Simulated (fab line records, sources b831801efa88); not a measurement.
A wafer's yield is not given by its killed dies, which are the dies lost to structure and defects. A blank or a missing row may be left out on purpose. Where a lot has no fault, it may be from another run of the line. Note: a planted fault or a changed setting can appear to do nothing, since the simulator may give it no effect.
Which tool was responsible?    flow sky130    36 wafers from 12 lots sampled at 5 of the route's 708 steps

## WHAT THE GAUGES SHOWED, per wafer
No reading from a measuring or inspecting step in the record can be judged against a usual standard deviation.

## TOOL THAT RAN EACH LOT (tool first, then ch and the chambers of the sampled wafers, then the start)
lot   SKY_SONOS_ONO_ETCH_15               SKY_POLY_GATE_ETCH_15               SKY_LDD_N_IMPLANT_09             SKY_LDD_N_STRIP_16                    SKY_PAD_OPEN_PROBE_99
L533  rie_diel-01 ch 0,2,3, day 12 09:35  rie_diel-02 ch 0,2,3, day 16 06:10  implanter-01 ch 0, day 17 13:53  plasma_asher-03 ch 0,1, day 17 14:56  prober-01, day 45 18:52
L536  rie_diel-04 ch 1,2,3, day 13 10:53  rie_diel-01 ch 0,1, day 17 07:32    implanter-02 ch 0, day 18 14:50  plasma_asher-01 ch 0,1, day 18 15:52  prober-02, day 46 05:56
L537  rie_diel-04 ch 0,2,3, day 13 20:53  rie_diel-02 ch 0,2,3, day 17 12:05  implanter-02 ch 0, day 18 22:12  plasma_asher-01 ch 0,1, day 18 23:13  prober-01, day 46 15:58
L538  rie_diel-01 ch 1,2,3, day 14 02:50  rie_diel-02 ch 1,3, day 18 17:32    implanter-02 ch 0, day 20 02:28  plasma_asher-03 ch 0,1, day 20 03:31  prober-02, day 47 03:04
L539  rie_diel-04 ch 1,2,3, day 14 14:01  rie_diel-01 ch 0,2, day 18 18:11    implanter-04 ch 0, day 20 03:06  plasma_asher-02 ch 0, day 20 04:07    prober-01, day 47 06:20
L548  rie_diel-01 ch 0,1,3, day 18 12:43  rie_diel-01 ch 0,3, day 22 16:02    implanter-02 ch 0, day 23 23:44  plasma_asher-03 ch 0,1, day 24 00:46  prober-01, day 49 17:59
L550  rie_diel-03 ch 1,2,3, day 18 13:40  rie_diel-02 ch 0,1, day 22 18:10    implanter-02 ch 0, day 24 02:27  plasma_asher-01 ch 0,1, day 24 03:28  prober-01, day 50 00:05
L552  rie_diel-01 ch 0,3, day 19 03:44    rie_diel-03 ch 0,1, day 23 07:47    implanter-04 ch 0, day 24 15:43  plasma_asher-03 ch 0,1, day 24 16:46  prober-01, day 50 01:53
L553  rie_diel-03 ch 2,3, day 19 09:25    rie_diel-01 ch 0,2, day 23 11:41    implanter-01 ch 0, day 24 19:19  plasma_asher-01 ch 0,1, day 24 20:22  prober-02, day 50 07:43
L554  rie_diel-04 ch 0,2,3, day 19 09:26  rie_diel-03 ch 1,2,3, day 23 14:17  implanter-04 ch 0, day 24 22:32  plasma_asher-03 ch 0,1, day 24 23:34  prober-01, day 50 09:01
L555  rie_diel-01 ch 0,1,2, day 20 07:44  rie_diel-01 ch 2,3, day 24 09:28    implanter-04 ch 0, day 25 17:01  plasma_asher-02 ch 0,1, day 25 18:04  prober-02, day 50 17:58
L556  rie_diel-04 ch 1,2,3, day 20 15:07  rie_diel-01 ch 2,3, day 24 16:53    implanter-01 ch 0, day 26 00:08  plasma_asher-01 ch 0,1, day 26 01:10  prober-01, day 51 00:17
- SKY_SONOS_ONO_ETCH_15: etches the open film in CHF3/O2, target depth 19.52 nm, time 7.8 s.
- SKY_POLY_GATE_ETCH_15: etches BARC in N2/H2, stops on SiO2, time 118.5 s, target depth 110 nm.
- SKY_LDD_N_IMPLANT_09
- SKY_LDD_N_STRIP_16: strips in O2/N2.
- SKY_PAD_OPEN_PROBE_99

## WHAT THE TOOLS THEMSELVES READ (means of the sampled wafers that have a number; where no wafer has one, the mark that the record gives instead)
SKY_SONOS_ONO_ETCH_15. Usual: drypump_motor_current_A 5.7 A, standard deviation 0.52; oes_product_au 0.993 a.u., standard deviation 0.011; throttle_valve_pct 8.823 %, standard deviation 0.0095.
lot   tool         drypump_motor_current_A (A)  oes_product_au (a.u.)  throttle_valve_pct (%)  flag
L533  rie_diel-01  6.0                          0.998                  8.817                   
L536  rie_diel-04  5.6                          0.983                  8.824                   
L537  rie_diel-04  5.5                          0.981                  8.823                   
L538  rie_diel-01  6.1                          1.003                  8.824                   
L539  rie_diel-04  5.6                          0.976                  8.827                   
L548  rie_diel-01  5.8                          0.993                  8.817                   
L550  rie_diel-03  5.6                          1.000                  8.830                   
L552  rie_diel-01  6.0                          1.001                  8.837                   
L553  rie_diel-03  5.5                          0.996                  8.825                   
L554  rie_diel-04  5.6                          0.985                  8.819                   
L555  rie_diel-01  5.8                          0.990                  8.818                   
L556  rie_diel-04  5.6                          0.978                  8.824                   

SKY_POLY_GATE_ETCH_15. Usual: drypump_motor_current_A 5.9 A, standard deviation 0.43; oes_product_au 0.716 a.u., standard deviation 0.0048; throttle_valve_pct 13.213 %, standard deviation 0.0081.
lot   tool         drypump_motor_current_A (A)  oes_product_au (a.u.)  throttle_valve_pct (%)  flag
L533  rie_diel-02  6.0                          0.712                  13.215                  
L536  rie_diel-01  5.6                          0.722                  13.213                  
L537  rie_diel-02  6.0                          0.715                  13.217                  
L538  rie_diel-02  6.0                          0.715                  13.208                  
L539  rie_diel-01  6.0                          0.718                  13.209                  
L548  rie_diel-01  5.8                          0.714                  13.219                  
L550  rie_diel-02  5.7                          0.714                  13.221                  
L552  rie_diel-03  5.5                          0.719                  13.220                  
L553  rie_diel-01  6.0                          0.715                  13.210                  
L554  rie_diel-03  5.6                          0.716                  13.223                  
L555  rie_diel-01  6.3                          0.719                  13.214                  
L556  rie_diel-01  6.3                          0.713                  13.213                  

SKY_LDD_N_IMPLANT_09. Usual: beam_energy_keV 20.000, standard deviation 0.0061; end_station_pressure_torr 5.37e-06 Torr, standard deviation 2.8e-07.
lot   tool          beam_energy_keV  end_station_pressure_torr (Torr)  flag
L533  implanter-01  20.001           5.19e-06                          
L536  implanter-02  19.997           5.43e-06                          
L537  implanter-02  20.004           5.44e-06                          
L538  implanter-02  20.002           5.23e-06                          
L539  implanter-04  20.006           5.46e-06                          
L548  implanter-02  20.849           5.41e-06                          OFF
L550  implanter-02  20.845           5.77e-06                          OFF
L552  implanter-04  20.006           5.52e-06                          
L553  implanter-01  20.000           5.16e-06                          
L554  implanter-04  20.003           5.58e-06                          
L555  implanter-04  20.003           5.48e-06                          
L556  implanter-01  20.005           5.25e-06                          

SKY_LDD_N_STRIP_16. Usual: drypump_motor_current_A 5.5 A, standard deviation 0.38; oes_product_au 0.407 a.u., standard deviation 0.0045; strip_time_to_endpoint_s 4.313 s, standard deviation 0.014.
lot   tool             drypump_motor_current_A (A)  oes_product_au (a.u.)  strip_time_to_endpoint_s (s)  flag
L533  plasma_asher-03  5.9                          0.402                  4.293                         
L536  plasma_asher-01  5.5                          0.409                  4.318                         
L537  plasma_asher-01  5.6                          0.403                  4.307                         
L538  plasma_asher-03  5.9                          0.406                  4.318                         
L539  plasma_asher-02  5.0                          0.407                  4.308                         
L548  plasma_asher-03  5.9                          0.406                  4.298                         
L550  plasma_asher-01  5.7                          0.409                  4.321                         
L552  plasma_asher-03  5.9                          0.406                  4.307                         
L553  plasma_asher-01  5.5                          0.403                  4.302                         
L554  plasma_asher-03  5.9                          0.403                  4.297                         
L555  plasma_asher-02  4.9                          0.407                  4.306                         
L556  plasma_asher-01  5.6                          0.408                  4.306                         

SKY_PAD_OPEN_PROBE_99. Usual: killed_at_M0_to_M3 43, standard deviation 6.5; killed_at_M4_up 3.1, standard deviation 1.8; killed_at_contacts 24, standard deviation 4.8; killed_at_front_end 15, standard deviation 4.7; killed_at_other 0.3, standard deviation 0.58; killed_dies 86, standard deviation 8.6; killed_open 47, standard deviation 6.7; killed_short 39, standard deviation 6.1.
lot   tool       killed_at_M0_to_M3  killed_at_M4_up  killed_at_contacts  killed_at_front_end  killed_at_other  killed_dies  killed_open  killed_short  flag
L533  prober-01  46                  2.3              29                  10                   0.7              88           50           38            
L536  prober-02  47                  3.3              29                  20                   0.0              99           59           41            
L537  prober-01  41                  2.7              29                  12                   0.7              85           50           36            
L538  prober-02  44                  3.3              29                  13                   0.3              90           50           40            
L539  prober-01  41                  3.0              20                  16                   0.0              80           42           38            
L548  prober-01  48                  3.0              25                  16                   0.0              92           53           39            
L550  prober-01  46                  2.3              19                  13                   1.0              82           44           38            
L552  prober-01  36                  2.3              27                  16                   0.0              81           45           36            
L553  prober-02  38                  5.7              25                  13                   0.0              81           43           38            
L554  prober-01  46                  3.3              19                  12                   0.0              81           47           33            
L555  prober-02  38                  3.3              28                  16                   0.7              86           52           34            
L556  prober-01  41                  3.7              20                  13                   0.0              78           45           33            

## THE ANSWER, worked out from the rows above alone
Rule: a lot is off if the mean of its wafers that have a number lies more than 3 standard deviations from the usual mean. A lot without any number at a reading at which 4 lots or more have one is off too. The other lots that the step has rows for count as sound. First the gauges in route order, then the tools' own readings, where a lot's mean is used as printed above. At the first step where some lot is off, the reading lying furthest off is the one used; lots without a number count as furthest.
Off at SKY_LDD_N_IMPLANT_09 (beam_energy_keV): L548, L550.
A tool fits if, at that step or a process step before it, it ran every lot that is off, and no sound lot after the first of them. One candidate fits, namely implanter-02 at SKY_LDD_N_IMPLANT_09. Its last sound lot is L538 (day 20 02:28), its first lot that is off L548 (day 23 23:44): a fault that began between those two fits.
The tool's own readings at SKY_LDD_N_IMPLANT_09 bear it out: on the lots that are off they differ by more than 5 times the standard deviation of the sound lots' means. beam_energy_keV reads 20.847 there against 20.003 on the sound lots.

## WHAT THE SIMULATOR HAD INSERTED
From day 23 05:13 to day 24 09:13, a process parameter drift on implanter-02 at SKY_LDD_N_IMPLANT_09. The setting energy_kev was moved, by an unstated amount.
Struck lots among those shown: L548, L550. The rule above reached the same finding.
